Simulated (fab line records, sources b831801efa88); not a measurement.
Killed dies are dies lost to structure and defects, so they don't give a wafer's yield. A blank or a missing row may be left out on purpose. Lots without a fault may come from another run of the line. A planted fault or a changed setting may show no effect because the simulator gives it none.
fab line records | flow gf180mcu
record lots=5 wafers=15 last_day=34
route steps=602 shown DNWELL@39 NWELL@42 LVPWELL@54 MVSD@66
lots that met no fault: from a run of the same line without faults
start_h: hours from the record's first day to the start of the lot's first wafer shown | wait_h: hours since the lot's step before | " the same as in the row above | L1.1+2: a row that stands for several wafers | - no value, or no start given | * or withheld: withheld | < > ~ a bound
route shown NAME@n: a module of which the file shows steps, and the number in the route of the first | usual: mean/standard deviation of fault-free wafers | same: alike in all rows | chamber/n: place in a boat | sites: the reading at each site | _std_site: their standard deviation | _edge_site: outer sites' mean less inner sites' | radius_mm: how far each site lies from the wafer's centre | mask NAME#n: copy n | behind: the tool/chamber that last shaped the wafer | hold: why the lot was held/for how many hours/how that ended | device: the transistor (n, p or np) that didn't switch | end of line: the same wafers' tests at the end of the route | a step without rows: its recipe alone | killed: dies lost to structure and defects at the first sort, not the wafer's yield | map: a wafer's dies, x killed, . not, _ none there
set.NAME: the setting as run; set.NAME@STEP: as run at that earlier step | model.NAME: the simulator's own value behind a step, which no gauge read
lots at some steps of the route; a table a step, a row a wafer
services: from which hour (start_h, from the record's first day; less than 0 if before it) a tool's chamber was out of use, for how many hours, and why
## steps
# step GF_DNWELL_IMPLANT_07
# recipe species=P energy_kev=1500 dose_cm2=1e+13 tilt_deg=0
# columns lot.wafer tool chamber start_h wait_h
L076.1+2+3 implanter-04 0 54.89 -
L089.1+4+6 implanter-02 0 122.78 -
L090.1+3+5 implanter-04 0 128.38 -
L091.2+4+6 implanter-02 0 133.12 -
L095.1+2+4 implanter-04 0 154.45 -
# step GF_DNWELL_STRIP_08
# recipe chemistry=O2/N2 power_w=1400 pressure_mtorr=1500 platen_temp_c=250 o2_flow_sccm=3000 n2_flow_sccm=300 overash_fraction=0.5
# usual drypump_motor_current_A=5.9/0.5 heater_power_w=354/47 oes_product_au=0.723/0.0047 platen_temp_c=249.99/0.17 strip_time_to_endpoint_s=36.95/0.1
# columns lot.wafer tool chamber start_h wait_h drypump_motor_current_A heater_power_w oes_product_au platen_temp_c rf_hours_counter_h strip_time_to_endpoint_s
L076.1 plasma_asher-02 1 55.04 0.1 6.6 393 0.729 249.92 42 36.98
L076.2 " 0 " " 6.0 346 0.728 249.89 42 37.04
L076.3 " 1 " " 6.6 394 0.724 249.86 - 37.10
L089.1 plasma_asher-01 1 122.93 0.1 5.8 438 0.724 250.00 0 36.95
L089.4 " 0 " " 4.9 290 0.726 250.05 - 36.94
L089.6 " 0 " " 4.9 295 0.724 250.06 - 36.87
L090.1 plasma_asher-02 1 128.53 0.1 6.6 399 0.729 250.09 50 36.95
L090.3 " 1 " " 6.6 401 0.717 250.00 - 37.01
L090.5 " 0 " " 6.0 349 0.723 250.23 - 36.93
L091.2 plasma_asher-01 0 133.25 0.1 4.9 282 0.721 249.93 2 37.06
L091.4 " 1 " " 5.8 430 0.722 250.14 - 37.03
L091.6 " 1 " " 5.8 439 0.724 249.96 - 36.97
L095.1 plasma_asher-03 0 154.60 0.1 5.7 352 0.728 249.95 42 36.76
L095.2 " 1 " " 5.9 294 0.728 250.19 42 36.84
L095.4 " 0 " " 5.7 358 0.722 249.89 - 36.91
# step GF_DNWELL_TW_MEAS_09
# usual DNWELL_TW=1373/15
# columns lot.wafer tool chamber start_h wait_h DNWELL_TW
L076.1 film_metro-01 - 55.14 0.1 1398
L076.2 " - " " 1383
L076.3 " - " " 1386
L089.1 film_metro-04 - 123.03 0.1 1357
L089.4 " - " " 1357
L089.6 " - " " 1358
L090.1 film_metro-01 - 128.63 0.1 1381
L090.3 " - " " 1381
L090.5 " - " " 1390
L091.2 film_metro-02 - 133.36 0.1 1386
L091.4 " - " " 1389
L091.6 " - " " 1391
L095.1 film_metro-04 - 154.70 0.1 1361
L095.2 " - " " 1353
L095.4 " - " " 1354
# step GF_NWELL_DEHYDRATE_00
# recipe temp_c=200 time_s=60
# usual heater_power_total_W=160.38/0.12
# columns lot.wafer tool chamber start_h wait_h heater_power_total_W
L076.1 litho_track-04 0 61.34 6.2 160.16
L076.2 " 0 " " 160.27
L076.3 " 0 " " 160.36
L089.1 litho_track-04 0 129.54 6.5 160.47
L089.4 " 0 " " 160.61
L089.6 " 0 " " 160.30
L090.1 litho_track-04 0 136.04 7.4 160.28
L090.3 " 0 " " 160.14
L090.5 " 0 " " 160.13
L091.2 litho_track-04 0 140.97 7.6 160.51
L091.4 " 0 " " 160.41
L091.6 " 0 " " 160.38
L095.1 litho_track-03 0 162.43 7.7 160.25
L095.2 " 0 " " 160.40
L095.4 " 0 " " 160.51
# step GF_NWELL_HMDS_01
# recipe prime_time_s=60 prime_temp_c=120
# columns lot.wafer tool chamber start_h wait_h
L076.1+2+3 litho_track-04 0 61.49 0.1
L089.1+4+6 litho_track-04 0 129.69 0.1
L090.1+3+5 litho_track-04 0 136.19 0.1
L091.2+4+6 litho_track-04 0 141.12 0.1
L095.1+2+4 litho_track-03 0 162.58 0.1
# step GF_NWELL_COAT_02
# recipe spin_rpm=2000 resist_thk_nm=3000
# usual spin_speed_rpm=1999.8/1.4
# columns lot.wafer tool chamber start_h wait_h spin_speed_rpm
L076.1 litho_track-04 0 61.64 0.1 2000.6
L076.2 " 0 " " 2000.3
L076.3 " 0 " " 1999.8
L089.1 litho_track-04 0 129.84 0.1 1999.0
L089.4 " 0 " " 1998.0
L089.6 " 0 " " 1999.2
L090.1 litho_track-04 0 136.34 0.1 1998.1
L090.3 " 0 " " 2000.6
L090.5 " 0 " " 2002.4
L091.2 litho_track-04 0 141.27 0.1 2001.1
L091.4 " 0 " " 1998.2
L091.6 " 0 " " 1999.1
L095.1 litho_track-03 0 162.73 0.1 1999.5
L095.2 " 0 " " 1999.6
L095.4 " 0 " " 1999.7
# step GF_NWELL_SOFTBAKE_03
# recipe temp_c=110 time_s=withheld
# usual heater_power_total_W=65.30/0.14
# columns lot.wafer tool chamber start_h wait_h heater_power_total_W
L076.1 litho_track-04 0 61.79 0.1 65.12
L076.2 " 0 " " 65.12
L076.3 " 0 " " 65.31
L089.1 litho_track-04 0 129.99 0.1 65.40
L089.4 " 0 " " 65.42
L089.6 " 0 " " 65.47
L090.1 litho_track-04 0 136.49 0.1 65.39
L090.3 " 0 " " 65.50
L090.5 " 0 " " 65.56
L091.2 litho_track-04 0 141.43 0.1 65.18
L091.4 " 0 " " 65.31
L091.6 " 0 " " 65.47
L095.1 litho_track-03 0 162.88 0.1 65.26
L095.2 " 0 " " 65.48
L095.4 " 0 " " 65.29
# step GF_NWELL_EXPOSE_04
# recipe mask_id=Nwell target_cd_nm=860 na=0.6 source_shape=conventional sigma_outer=0.6 dose_mj=260
# usual stage_vel_mm_s=499.93/0.27
# columns lot.wafer tool chamber start_h wait_h mask stage_vel_mm_s
L076.1 iline_stepper-02 0 - - Nwell#0 500.12
L076.2 " 0 " " Nwell#0 500.28
L076.3 " 0 " " Nwell#0 499.96
L089.1 iline_stepper-01 0 - - Nwell#0 499.80
L089.4 " 0 " " Nwell#0 499.51
L089.6 " 0 " " Nwell#0 499.98
L090.1 iline_stepper-02 0 - - Nwell#0 500.13
L090.3 " 0 " " Nwell#0 500.13
L090.5 " 0 " " Nwell#0 500.42
L091.2 iline_stepper-02 0 - - Nwell#0 500.31
L091.4 " 0 " " Nwell#0 500.20
L091.6 " 0 " " Nwell#0 500.31
L095.1 iline_stepper-02 0 - - Nwell#0 500.30
L095.2 " 0 " " Nwell#0 499.94
L095.4 " 0 " " Nwell#0 500.31
# step GF_NWELL_PEB_05
# recipe temp_c=115 time_s=withheld
# usual heater_power_total_W=69.32/0.13
# columns lot.wafer tool chamber start_h wait_h heater_power_total_W
L076.1 litho_track-04 0 - - 69.30
L076.2 " 0 " " 69.16
L076.3 " 0 " " 69.15
L089.1 litho_track-04 0 - - 69.44
L089.4 " 0 " " 69.56
L089.6 " 0 " " 69.23
L090.1 litho_track-04 0 - - 69.23
L090.3 " 0 " " 69.31
L090.5 " 0 " " 69.27
L091.2 litho_track-04 0 - - 69.33
L091.4 " 0 " " 69.43
L091.6 " 0 " " 69.43
L095.1 litho_track-02 0 - - 69.27
L095.2 " 0 " " 69.19
L095.4 " 0 " " 69.59
# step GF_NWELL_DEVELOP_06
# recipe wall_angle_deg=90 develop_time_s=60 dev_temp_c=23
# columns lot.wafer tool chamber start_h wait_h
L076.1+2+3 litho_track-04 0 - -
L089.1+4+6 litho_track-04 0 - -
L090.1+3+5 litho_track-04 0 - -
L091.2+4+6 litho_track-04 0 - -
L095.1+2+4 litho_track-02 0 - -
# step GF_NWELL_OVL_MEAS_07
# usual NWELL_OVL=-0.9/1.2
# columns lot.wafer tool chamber start_h wait_h NWELL_OVL[nm]
L076.1 overlay-02 - 68.34 - -2.2
L076.2 " - " " -0.4
L076.3 " - " " -1.9
L089.1 overlay-01 - 138.39 - 0.5
L089.4 " - " " 0.7
L089.6 " - " " 1.0
L090.1 overlay-01 - 144.49 - -0.2
L090.3 " - " " 0.2
L090.5 " - " " -1.8
L091.2 overlay-01 - 149.25 - -1.4
L091.4 " - " " -0.4
L091.6 " - " " 0.0
L095.1 overlay-02 - 171.49 - -0.9
L095.2 " - " " -0.1
L095.4 " - " " 1.0
# step GF_NWELL_IMPLANT_08
# recipe species=P energy_kev=450 dose_cm2=1.5e+13 tilt_deg=0
# columns lot.wafer tool chamber start_h wait_h
L076.1+2+3 implanter-01 0 68.38 0.0
L089.1+4+6 implanter-04 0 138.43 0.0
L090.1+3+5 implanter-03 0 144.53 0.0
L091.2+4+6 implanter-04 0 149.30 0.0
L095.1+2+4 implanter-03 0 171.53 0.0
# step GF_NWELL_IMPLANT_09
# recipe species=P energy_kev=160 dose_cm2=4e+12 tilt_deg=0
# columns lot.wafer tool chamber start_h wait_h
L076.1+2+3 implanter-01 0 68.53 0.1
L089.1+4+6 implanter-04 0 138.58 0.1
L090.1+3+5 implanter-03 0 144.68 0.1
L091.2+4+6 implanter-04 0 149.45 0.1
L095.1+2+4 implanter-03 0 171.68 0.1
# step GF_NWELL_STRIP_10
# recipe chemistry=O2/N2 power_w=1400 pressure_mtorr=1500 platen_temp_c=250 o2_flow_sccm=3000 n2_flow_sccm=300 overash_fraction=0.5
# usual drypump_motor_current_A=6.0/0.33 heater_power_w=332/41 oes_product_au=0.724/0.0043 platen_temp_c=250.03/0.19 strip_time_to_endpoint_s=36.95/0.11
# columns lot.wafer tool chamber start_h wait_h drypump_motor_current_A heater_power_w oes_product_au platen_temp_c rf_hours_counter_h strip_time_to_endpoint_s
L076.1 plasma_asher-02 0 68.68 0.1 6.0 353 0.728 250.39 44 37.06
L076.2 " 1 " " 6.6 401 0.732 249.93 44 37.02
L076.3 " 0 " " 6.0 352 0.719 249.86 - 37.09
L089.1 plasma_asher-04 1 138.73 0.1 6.1 274 0.727 250.55 37 36.98
L089.4 " 1 " " 6.1 272 0.726 250.14 - 37.03
L089.6 " 1 " " 6.1 270 0.725 250.07 - 37.12
L090.1 plasma_asher-03 1 144.83 0.1 5.9 293 0.720 250.01 41 37.02
L090.3 " 1 " " 5.9 289 0.726 250.02 - 37.14
L090.5 " 0 " " 5.7 343 0.725 249.97 - 37.14
L091.2 plasma_asher-03 1 149.58 0.1 6.0 287 0.732 250.08 42 37.10
L091.4 " 1 " " 6.0 298 0.718 250.07 - 37.08
L091.6 " 1 " " 6.0 286 0.723 250.30 - 37.02
L095.1 plasma_asher-03 1 171.83 0.1 6.0 294 0.719 249.90 44 37.05
L095.2 " 0 " " 5.7 355 0.726 250.15 44 37.02
L095.4 " 0 " " 5.7 354 0.731 249.77 - 36.97
# step GF_NWELL_TW_MEAS_11
# usual NWELL_TW=1603/11
# columns lot.wafer tool chamber start_h wait_h NWELL_TW
L076.1 film_metro-02 - 68.78 0.1 1600
L076.2 " - " " 1603
L076.3 " - " " 1597
L089.1 film_metro-02 - 138.83 0.1 1622
L089.4 " - " " 1607
L089.6 " - " " 1617
L090.1 film_metro-03 - 144.93 0.1 1599
L090.3 " - " " 1593
L090.5 " - " " 1593
L091.2 film_metro-03 - 149.69 0.1 1599
L091.4 " - " " 1600
L091.6 " - " " 1604
L095.1 film_metro-03 - 171.93 0.1 1598
L095.2 " - " " 1593
L095.4 " - " " 1584
# step GF_LVPWELL_DEHYDRATE_00
# recipe temp_c=200 time_s=60
# usual heater_power_total_W=160.36/0.13
# columns lot.wafer tool chamber start_h wait_h heater_power_total_W
L076.1 litho_track-04 0 74.99 6.2 160.52
L076.2 " 0 " " 160.15
L076.3 " 0 " " 160.18
L089.1 litho_track-01 0 146.10 7.3 160.55
L089.4 " 0 " " 160.32
L089.6 " 0 " " 160.26
L090.1 litho_track-01 0 152.45 7.5 160.22
L090.3 " 0 " " 160.38
L090.5 " 0 " " 160.36
L091.2 litho_track-01 0 157.42 7.7 160.55
L091.4 " 0 " " 160.34
L091.6 " 0 " " 160.33
L095.1 litho_track-04 0 179.79 7.9 160.43
L095.2 " 0 " " 160.15
L095.4 " 0 " " 160.32
# step GF_LVPWELL_HMDS_01
# recipe prime_time_s=60 prime_temp_c=120
# columns lot.wafer tool chamber start_h wait_h
L076.1+2+3 litho_track-04 0 75.14 0.1
L089.1+4+6 litho_track-01 0 146.25 0.1
L090.1+3+5 litho_track-01 0 152.60 0.1
L091.2+4+6 litho_track-01 0 157.57 0.1
L095.1+2+4 litho_track-04 0 179.94 0.1
# step GF_LVPWELL_COAT_02
# recipe spin_rpm=2000 resist_thk_nm=3000
# usual spin_speed_rpm=1999.8/1.4
# columns lot.wafer tool chamber start_h wait_h spin_speed_rpm
L076.1 litho_track-04 0 75.29 0.1 1999.5
L076.2 " 0 " " 1999.4
L076.3 " 0 " " 1997.8
L089.1 litho_track-01 0 146.40 0.1 2003.1
L089.4 " 0 " " 2000.5
L089.6 " 0 " " 1999.9
L090.1 litho_track-01 0 152.75 0.1 1999.3
L090.3 " 0 " " 2000.0
L090.5 " 0 " " 1999.3
L091.2 litho_track-01 0 157.72 0.1 1999.1
L091.4 " 0 " " 1997.7
L091.6 " 0 " " 1999.9
L095.1 litho_track-04 0 180.09 0.1 2003.4
L095.2 " 0 " " 1999.3
L095.4 " 0 " " 1998.0
# step GF_LVPWELL_SOFTBAKE_03
# recipe temp_c=110 time_s=withheld
# usual heater_power_total_W=65.31/0.13
# columns lot.wafer tool chamber start_h wait_h heater_power_total_W
L076.1 litho_track-04 0 75.44 0.1 65.22
L076.2 " 0 " " 65.48
L076.3 " 0 " " 65.28
L089.1 litho_track-01 0 146.55 0.1 65.21
L089.4 " 0 " " 65.35
L089.6 " 0 " " 65.24
L090.1 litho_track-01 0 152.90 0.1 65.36
L090.3 " 0 " " 65.50
L090.5 " 0 " " 65.49
L091.2 litho_track-01 0 157.88 0.1 65.34
L091.4 " 0 " " 65.41
L091.6 " 0 " " 65.27
L095.1 litho_track-04 0 180.24 0.1 65.32
L095.2 " 0 " " 65.30
L095.4 " 0 " " 65.24
# step GF_LVPWELL_EXPOSE_04
# recipe mask_id=LVPWELL target_cd_nm=600 na=0.6 source_shape=conventional sigma_outer=0.6 dose_mj=260
# usual stage_vel_mm_s=499.94/0.24
# columns lot.wafer tool chamber start_h wait_h mask stage_vel_mm_s
L076.1 iline_stepper-01 0 - - LVPWELL#0 499.49
L076.2 " 0 " " LVPWELL#0 499.80
L076.3 " 0 " " LVPWELL#0 499.71
L089.1 iline_stepper-01 0 - - LVPWELL#0 499.98
L089.4 " 0 " " LVPWELL#0 499.83
L089.6 " 0 " " LVPWELL#0 499.72
L090.1 iline_stepper-02 0 - - LVPWELL#0 500.21
L090.3 " 0 " " LVPWELL#0 499.51
L090.5 " 0 " " LVPWELL#0 499.92
L091.2 iline_stepper-02 0 - - LVPWELL#0 499.98
L091.4 " 0 " " LVPWELL#0 500.09
L091.6 " 0 " " LVPWELL#0 500.01
L095.1 iline_stepper-01 0 - - LVPWELL#0 500.09
L095.2 " 0 " " LVPWELL#0 499.96
L095.4 " 0 " " LVPWELL#0 499.69
# step GF_LVPWELL_PEB_05
# recipe temp_c=115 time_s=withheld
# usual heater_power_total_W=69.33/0.13
# columns lot.wafer tool chamber start_h wait_h heater_power_total_W
L076.1 litho_track-04 0 - - 69.14
L076.2 " 0 " " 69.17
L076.3 " 0 " " 69.21
L089.1 litho_track-01 0 - - 69.18
L089.4 " 0 " " 69.26
L089.6 " 0 " " 69.49
L090.1 litho_track-01 0 - - 69.39
L090.3 " 0 " " 69.48
L090.5 " 0 " " 69.33
L091.2 litho_track-04 0 - - 69.47
L091.4 " 0 " " 69.46
L091.6 " 0 " " 69.28
L095.1 litho_track-02 0 - - 69.54
L095.2 " 0 " " 69.31
L095.4 " 0 " " 69.20
# step GF_LVPWELL_DEVELOP_06
# recipe wall_angle_deg=90 develop_time_s=60 dev_temp_c=23
# columns lot.wafer tool chamber start_h wait_h
L076.1+2+3 litho_track-04 0 - -
L089.1+4+6 litho_track-01 0 - -
L090.1+3+5 litho_track-01 0 - -
L091.2+4+6 litho_track-04 0 - -
L095.1+2+4 litho_track-02 0 - -
# step GF_LVPWELL_OVL_MEAS_07
# usual LVPWELL_OVL=-0.1/1.2
# columns lot.wafer tool chamber start_h wait_h LVPWELL_OVL[nm]
L076.1 overlay-02 - 82.59 - 1.7
L076.2 " - " " -1.0
L076.3 " - " " -1.1
L089.1 overlay-02 - 154.80 - 1.7
L089.4 " - " " 1.1
L089.6 " - " " 2.0
L090.1 overlay-02 - 161.45 - -0.3
L090.3 " - " " 0.3
L090.5 " - " " -0.1
L091.2 overlay-02 - 166.05 - -0.4
L091.4 " - " " -0.7
L091.6 " - " " -1.9
L095.1 overlay-02 - 188.39 - 1.3
L095.2 " - " " 0.5
L095.4 " - " " -0.1
# step GF_LVPWELL_IMPLANT_08
# recipe species=B energy_kev=170 dose_cm2=1.5e+13 tilt_deg=0
# columns lot.wafer tool chamber start_h wait_h
L076.1+2+3 implanter-02 0 82.63 0.0
L089.1+4+6 implanter-01 0 154.83 0.0
L090.1+3+5 implanter-01 0 161.48 0.0
L091.2+4+6 implanter-01 0 166.10 0.0
L095.1+2+4 implanter-02 0 188.43 0.0
# step GF_LVPWELL_IMPLANT_09
# recipe species=B energy_kev=60 dose_cm2=5e+12 tilt_deg=0
# columns lot.wafer tool chamber start_h wait_h
L076.1+2+3 implanter-02 0 82.78 0.1
L089.1+4+6 implanter-01 0 154.98 0.1
L090.1+3+5 implanter-01 0 161.63 0.1
L091.2+4+6 implanter-01 0 166.25 0.1
L095.1+2+4 implanter-02 0 188.58 0.1
# step GF_LVPWELL_STRIP_10
# recipe chemistry=O2/N2 power_w=1400 pressure_mtorr=1500 platen_temp_c=250 o2_flow_sccm=3000 n2_flow_sccm=300 overash_fraction=0.5
# usual drypump_motor_current_A=5.6/0.4 heater_power_w=332/54 oes_product_au=0.722/0.0049 platen_temp_c=249.99/0.18 strip_time_to_endpoint_s=36.88/0.11
# columns lot.wafer tool chamber start_h wait_h drypump_motor_current_A heater_power_w oes_product_au platen_temp_c rf_hours_counter_h strip_time_to_endpoint_s
L076.1 plasma_asher-01 0 82.93 0.1 4.9 294 0.723 249.83 43 36.88
L076.2 " 1 " " 5.8 426 0.724 250.12 43 36.80
L076.3 " 0 " " 4.9 296 0.736 250.12 - 36.86
L089.1 plasma_asher-03 1 155.13 0.1 5.9 292 0.725 250.28 42 36.64
L089.4 " 0 " " 5.7 346 0.721 250.09 - 36.58
L089.6 " 0 " " 5.7 358 0.727 249.83 - 36.73
L090.1 plasma_asher-04 1 161.78 0.1 6.1 268 0.717 249.81 40 36.84
L090.3 " 0 " " 5.6 352 0.717 250.14 - 36.84
L090.5 " 1 " " 6.1 268 0.719 249.97 - 36.84
L091.2 plasma_asher-01 1 166.38 0.1 5.8 421 0.717 249.96 4 36.81
L091.4 " 1 " " 5.8 427 0.728 250.10 - 36.88
L091.6 " 1 " " 5.8 424 0.725 250.00 - 36.78
L095.1 plasma_asher-03 0 188.73 0.1 5.6 347 0.714 250.17 46 37.01
L095.2 " 1 " " 5.9 290 0.717 249.86 46 37.10
L095.4 " 0 " " 5.7 350 0.714 249.83 - 36.97
# step GF_LVPWELL_TW_MEAS_11
# usual LVPWELL_TW=570/3.8
# columns lot.wafer tool chamber start_h wait_h LVPWELL_TW
L076.1 film_metro-02 - 83.03 0.1 566
L076.2 " - " " 570
L076.3 " - " " 568
L089.1 film_metro-03 - 155.23 0.1 568
L089.4 " - " " 566
L089.6 " - " " 570
L090.1 film_metro-03 - 161.88 0.1 571
L090.3 " - " " 568
L090.5 " - " " 568
L091.2 film_metro-02 - 166.49 0.1 573
L091.4 " - " " 571
L091.6 " - " " 569
L095.1 film_metro-03 - 188.83 0.1 564
L095.2 " - " " 563
L095.4 " - " " 565
# step GF_MVSD_DEHYDRATE_00
# recipe temp_c=200 time_s=60
# usual heater_power_total_W=160.37/0.12
# columns lot.wafer tool chamber start_h wait_h heater_power_total_W
L076.1 litho_track-03 0 89.74 6.7 160.36
L076.2 " 0 " " 160.32
L076.3 " 0 " " 160.43
L089.1 litho_track-01 0 163.00 7.8 160.40
L089.4 " 0 " " 160.39
L089.6 " 0 " " 160.40
L090.1 litho_track-01 0 168.90 7.0 160.20
L090.3 " 0 " " 160.27
L090.5 " 0 " " 160.47
L091.2 litho_track-02 0 174.52 8.0 160.52
L091.4 " 0 " " 160.55
L091.6 " 0 " " 160.55
L095.1 litho_track-03 0 197.48 8.6 160.27
L095.2 " 0 " " 160.59
L095.4 " 0 " " 160.50
# step GF_MVSD_HMDS_01
# recipe prime_time_s=60 prime_temp_c=120
# columns lot.wafer tool chamber start_h wait_h
L076.1+2+3 litho_track-03 0 89.89 0.1
L089.1+4+6 litho_track-01 0 163.15 0.1
L090.1+3+5 litho_track-01 0 169.05 0.1
L091.2+4+6 litho_track-02 0 174.67 0.1
L095.1+2+4 litho_track-03 0 197.63 0.1
# step GF_MVSD_COAT_02
# recipe spin_rpm=2000 resist_thk_nm=3000
# usual spin_speed_rpm=2000.0/1.2
# columns lot.wafer tool chamber start_h wait_h spin_speed_rpm
L076.1 litho_track-03 0 90.04 0.1 1999.7
L076.2 " 0 " " 1998.5
L076.3 " 0 " " 1999.2
L089.1 litho_track-01 0 163.30 0.1 1999.8
L089.4 " 0 " " 2000.6
L089.6 " 0 " " 2000.4
L090.1 litho_track-01 0 169.20 0.1 2001.8
L090.3 " 0 " " 2000.9
L090.5 " 0 " " 1999.7
L091.2 litho_track-02 0 174.82 0.1 2000.0
L091.4 " 0 " " 2001.5
L091.6 " 0 " " 2000.5
L095.1 litho_track-03 0 197.78 0.1 1999.1
L095.2 " 0 " " 2001.0
L095.4 " 0 " " 1999.1
# step GF_MVSD_SOFTBAKE_03
# recipe temp_c=110 time_s=withheld
# usual heater_power_total_W=65.31/0.13
# columns lot.wafer tool chamber start_h wait_h heater_power_total_W
L076.1 litho_track-03 0 90.19 0.1 65.39
L076.2 " 0 " " 65.54
L076.3 " 0 " " 65.15
L089.1 litho_track-01 0 163.45 0.1 65.15
L089.4 " 0 " " 65.43
L089.6 " 0 " " 65.32
L090.1 litho_track-01 0 169.35 0.1 65.38
L090.3 " 0 " " 65.26
L090.5 " 0 " " 65.17
L091.2 litho_track-02 0 174.98 0.1 65.40
L091.4 " 0 " " 65.25
L091.6 " 0 " " 65.22
L095.1 litho_track-03 0 197.93 0.1 65.44
L095.2 " 0 " " 65.36
L095.4 " 0 " " 65.50
# step GF_MVSD_EXPOSE_04
# recipe mask_id=MVSD target_cd_nm=1000 na=0.6 source_shape=conventional sigma_outer=0.6 dose_mj=260
# usual stage_vel_mm_s=500.04/0.24
# columns lot.wafer tool chamber start_h wait_h mask stage_vel_mm_s
L076.1 iline_stepper-01 0 - - MVSD#0 499.72
L076.2 " 0 " " MVSD#0 500.26
L076.3 " 0 " " MVSD#0 500.03
L089.1 iline_stepper-02 0 - - MVSD#0 500.00
L089.4 " 0 " " MVSD#0 500.29
L089.6 " 0 " " MVSD#0 500.48
L090.1 iline_stepper-01 0 - - MVSD#0 499.94
L090.3 " 0 " " MVSD#0 499.66
L090.5 " 0 " " MVSD#0 500.25
L091.2 iline_stepper-01 0 - - MVSD#0 500.50
L091.4 " 0 " " MVSD#0 500.04
L091.6 " 0 " " MVSD#0 499.99
L095.1 iline_stepper-02 0 - - MVSD#0 499.39
L095.2 " 0 " " MVSD#0 500.00
L095.4 " 0 " " MVSD#0 499.61
# step GF_MVSD_PEB_05
# recipe temp_c=115 time_s=withheld
# usual heater_power_total_W=69.35/0.13
# columns lot.wafer tool chamber start_h wait_h heater_power_total_W
L076.1 litho_track-02 0 - - 69.40
L076.2 " 0 " " 69.27
L076.3 " 0 " " 69.55
L089.1 litho_track-03 0 - - 69.09
L089.4 " 0 " " 69.31
L089.6 " 0 " " 69.20
L090.1 litho_track-01 0 - - 69.26
L090.3 " 0 " " 69.49
L090.5 " 0 " " 69.43
L091.2 litho_track-02 0 - - 69.12
L091.4 " 0 " " 69.29
L091.6 " 0 " " 69.24
L095.1 litho_track-01 0 - - 69.14
L095.2 " 0 " " 69.53
L095.4 " 0 " " 69.24
# step GF_MVSD_DEVELOP_06
# recipe wall_angle_deg=90 develop_time_s=60 dev_temp_c=23
# columns lot.wafer tool chamber start_h wait_h
L076.1+2+3 litho_track-02 0 - -
L089.1+4+6 litho_track-03 0 - -
L090.1+3+5 litho_track-01 0 - -
L091.2+4+6 litho_track-02 0 - -
L095.1+2+4 litho_track-01 0 - -
# step GF_MVSD_OVL_MEAS_07
# usual MVSD_OVL=-1.3/1.2
# columns lot.wafer tool chamber start_h wait_h MVSD_OVL[nm]
L076.1 overlay-01 - 97.04 - -1.5
L076.2 " - " " -0.8
L076.3 " - " " 1.5
L089.1 overlay-02 - 172.08 - -1.8
L089.4 " - " " -1.7
L089.6 " - " " -2.4
L090.1 overlay-01 - 178.69 - -2.2
L090.3 " - " " -2.2
L090.5 " - " " -0.8
L091.2 overlay-01 - 182.90 - 0.8
L091.4 " - " " -0.3
L091.6 " - " " -1.3
L095.1 overlay-01 - 206.74 - -1.7
L095.2 " - " " -0.9
L095.4 " - " " -1.0
# step GF_MVSD_IMPLANT_08
# recipe species=P energy_kev=400 dose_cm2=1.6e+13 tilt_deg=0
# columns lot.wafer tool chamber start_h wait_h
L076.1+2+3 implanter-02 0 97.08 0.0
L089.1+4+6 implanter-04 0 172.12 0.0
L090.1+3+5 implanter-01 0 178.73 0.0
L091.2+4+6 implanter-01 0 182.95 0.0
L095.1+2+4 implanter-04 0 206.78 0.0
# step GF_MVSD_IMPLANT_09
# recipe species=P energy_kev=100 dose_cm2=5e+12 tilt_deg=0
# columns lot.wafer tool chamber start_h wait_h
L076.1+2+3 implanter-02 0 97.23 0.1
L089.1+4+6 implanter-04 0 172.27 0.1
L090.1+3+5 implanter-01 0 178.88 0.1
L091.2+4+6 implanter-01 0 183.10 0.1
L095.1+2+4 implanter-04 0 206.93 0.1
# step GF_MVSD_STRIP_10
# recipe chemistry=O2/N2 power_w=1400 pressure_mtorr=1500 platen_temp_c=250 o2_flow_sccm=3000 n2_flow_sccm=300 overash_fraction=0.5
# usual drypump_motor_current_A=5.9/0.49 heater_power_w=344/51 oes_product_au=0.722/0.0044 platen_temp_c=250.03/0.19 strip_time_to_endpoint_s=36.89/0.11
# columns lot.wafer tool chamber start_h wait_h drypump_motor_current_A heater_power_w oes_product_au platen_temp_c rf_hours_counter_h strip_time_to_endpoint_s
L076.1 plasma_asher-01 1 97.38 0.1 5.9 430 0.720 250.20 45 36.80
L076.2 " 0 " " 4.9 297 0.730 249.94 45 36.80
L076.3 " 1 " " 5.8 433 0.717 250.30 - 36.91
L089.1 plasma_asher-04 0 172.42 0.1 5.6 347 0.713 250.30 41 37.02
L089.4 " 1 " " 6.1 275 0.720 249.93 - 36.92
L089.6 " 1 " " 6.1 270 0.727 250.16 - 37.06
L090.1 plasma_asher-01 0 179.03 0.1 4.9 289 0.725 249.78 5 36.82
L090.3 " 0 " " 4.9 289 0.726 249.90 - 36.92
L090.5 " 0 " " 4.9 280 0.723 250.06 - 36.85
L091.2 plasma_asher-04 0 183.23 0.1 5.6 348 0.715 249.76 42 36.92
L091.4 " 1 " " 6.1 268 0.719 250.16 - 36.90
L091.6 " 1 " " 6.1 267 0.721 250.33 - 36.83
L095.1 plasma_asher-04 0 207.08 0.1 5.5 349 0.722 250.19 45 37.07
L095.2 " 1 " " 6.1 268 0.725 250.08 45 37.06
L095.4 " 0 " " 5.6 343 0.711 249.99 - 36.89
# step GF_MVSD_TW_MEAS_11
# usual MVSD_TW=1608/13
# columns lot.wafer tool chamber start_h wait_h MVSD_TW
L076.1 film_metro-03 - 97.48 0.1 1580
L076.2 " - " " 1596
L076.3 " - " " 1588
L089.1 film_metro-01 - 172.52 0.1 1615
L089.4 " - " " 1609
L089.6 " - " " 1616
L090.1 film_metro-01 - 179.13 0.1 1613
L090.3 " - " " 1617
L090.5 " - " " 1619
L091.2 film_metro-03 - 183.34 0.1 1592
L091.4 " - " " 1585
L091.6 " - " " 1588
L095.1 film_metro-01 - 207.18 0.1 1613
L095.2 " - " " 1613
L095.4 " - " " 1608
## services
# columns tool chamber start_h hours kind
implanter-03 - 43.72 3.1 repair
implanter-01 - 45.95 1.2 repair
implanter-02 - 54.62 4.3 pm
implanter-01 - 56.33 5.5 pm
implanter-03 - 67.35 27.7 pm
implanter-04 - 93.57 4.0 pm
plasma_asher-03 - 97.33 2.8 pm
implanter-04 - 103.31 1.1 repair
plasma_asher-01 - 108.75 9.0 pm
plasma_asher-01 0 108.75 9.0 vent_cycle
plasma_asher-01 1 108.75 9.0 vent_cycle
implanter-01 - 109.76 4.3 repair
implanter-03 - 113.08 2.1 repair
implanter-03 - 116.15 1.2 repair
plasma_asher-01 0 117.75 - clean
plasma_asher-01 1 117.75 - clean
plasma_asher-04 - 128.32 2.9 repair
implanter-04 - 142.02 5.1 pm
plasma_asher-01 - 143.98 14.6 pm
implanter-02 - 155.89 3.1 repair
iline_stepper-02 - 177.71 1.7 pm
iline_stepper-01 - 191.66 1.7 pm
plasma_asher-03 - 196.36 0.3 repair
## key
fault none
